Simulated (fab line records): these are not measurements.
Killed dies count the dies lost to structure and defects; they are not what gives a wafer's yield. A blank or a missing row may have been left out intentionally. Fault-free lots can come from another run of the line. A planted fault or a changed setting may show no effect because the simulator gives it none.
Struck lot and sound lot, side by side | flow sky130 | 16 out of 708 route steps
Sound: wafers L134.1, L134.4, L134.6. Wafers struck: L140.1, L140.3, L140.5. The cause is named last.
Per side, at each step with rows, come the tool, then ch with its chambers, and then its first start. Under that, the readings that differ: sound wafers | struck wafers | difference of the means | sigmas: that difference in standard deviations of wafers without a fault.
alike: same words and numbers on both sides, and readings whose means sit less than 2 such deviations apart. not compared: any withheld reading, any reading some wafer has no value for, any bound like >300 that may hide the same value, and any number with overlapping values for which the record gives no deviation.
The two part at a step that has a row with sigmas, a row that says differs or no value, or rows on one side only. Numbers that don't overlap but have no deviation are shown without sigmas and don't part them. A reading missing from all wafers of one side parts the sides only when that side holds two or more wafers.

first, 3 steps without rows for these wafers: SKY_METAL2_EXPOSE_12 (exposes mask MM2, target cd 140 nm); SKY_METAL2_PEB_13; SKY_METAL2_DEVELOP_14 (develop time 60 s).
SKY_METAL2_CD_MEAS_15: target cd 140 nm.
  struck on cd sem-02, day 38 07:35; sound on cd sem-01, day 36 12:11
  reading    | sound             | struck            | difference | sigmas
  cd nm (nm) | 139.8 140.3 139.8 | 143.3 144.5 143.5 | +3.8       | +2
SKY_METAL2_OVL_MEAS_16:
  struck on overlay-01, day 38 07:42; sound on overlay-01, day 36 12:18
  reading         | sound    | struck  | difference | sigmas
  METAL2_OVL (nm) | 13 17 14 | -1 6 -2 | -14        | -2
SKY_METAL2_DESCUM_17: chemistry O2, time 8 s.
  sound on rie metal-04 ch 0,1, day 36 12:20; struck on rie metal-03 ch 0, day 38 07:44
  alike: chamber pressure mTorr, drypump motor current A, oes product au, temp c
  not compared: rf hours counter h
SKY_METAL2_ETCH_18: etches BARC in N2/H2, stops on SiO2, time 45.9 s, target depth 60 nm.
  sound on rie metal-04 ch 0,1, day 36 12:22; struck on rie metal-03 ch 0, day 38 07:48
  alike: chamber pressure mTorr, drypump motor current A, n2 flow sccm, oes product au, throttle valve pct
  not compared: rf hours counter h
SKY_METAL2_METAL_ETCH_19: etches the open film in Cl2/BCl3, stops on SiO2, target depth 360 nm, time 78 s.
  sound on rie metal-04 ch 0,1, day 36 12:26; struck on rie metal-03 ch 0, day 38 07:55
  alike: chamber pressure mTorr, drypump motor current A, oes product au, throttle valve pct
  not compared: rf hours counter h
SKY_METAL2_STRIP_20: strips in O2/N2.
  sound on plasma asher-03 ch 0,1, day 36 12:31; struck on plasma asher-03 ch 0,1, day 38 08:06
  alike: chamber pressure mTorr, drypump motor current A, n2 flow sccm, oes product au, strip time to endpoint s
  not compared: rf hours counter h
then, 3 steps without rows for these wafers: SKY_METAL2_STRIP_21 (strips in post etch residue remover, time 1200 s); SKY_METAL2_CLEAN_22 (cleans in IPA, time 180 s); SKY_METAL2_CLEAN_23 (cleans in O3/DIW).
SKY_VIA2_HDPCVD_00: deposits SiO2, target thk 1180 nm, time 196.7 s.
  sound on hdpcvd-02 ch 0,1,2, day 36 13:07; struck on hdpcvd-02 ch 0,1, day 38 08:59
SKY_VIA2_THK_MEAS_01:
  struck on film metro-03, day 38 09:07; sound on film metro-01, day 36 13:14
  reading              | sound          | struck         | difference | sigmas
  VIA2_HDPCVD_THK (nm) | 1198 1171 1203 | 2387 2364 2400 | +1193      | +99 or more
SKY_VIA2_CMP_02: polishes SiO2.
  sound on cmp-01 ch 0,1,3, day 36 13:17; struck on cmp-02 ch 2,3, day 38 09:14
  alike: motor current A, slurry filter dp kPa
-- the record jumps here: 10 days lie between the struck wafers' starts before and after (it left off in module VIA2 and takes up again in module PAD_OPEN, whose first step shown is number 708 of the route) --
SKY_PAD_OPEN_PROBE_99:
  only the struck wafers here have rows in the record (prober-02, day 48 07:33); the sound ones have none

WHERE THEY PART
Last at SKY_PAD_OPEN_PROBE_99 as far as this record goes, first at SKY_METAL2_CD_MEAS_15.

WHY: what the simulator had put in
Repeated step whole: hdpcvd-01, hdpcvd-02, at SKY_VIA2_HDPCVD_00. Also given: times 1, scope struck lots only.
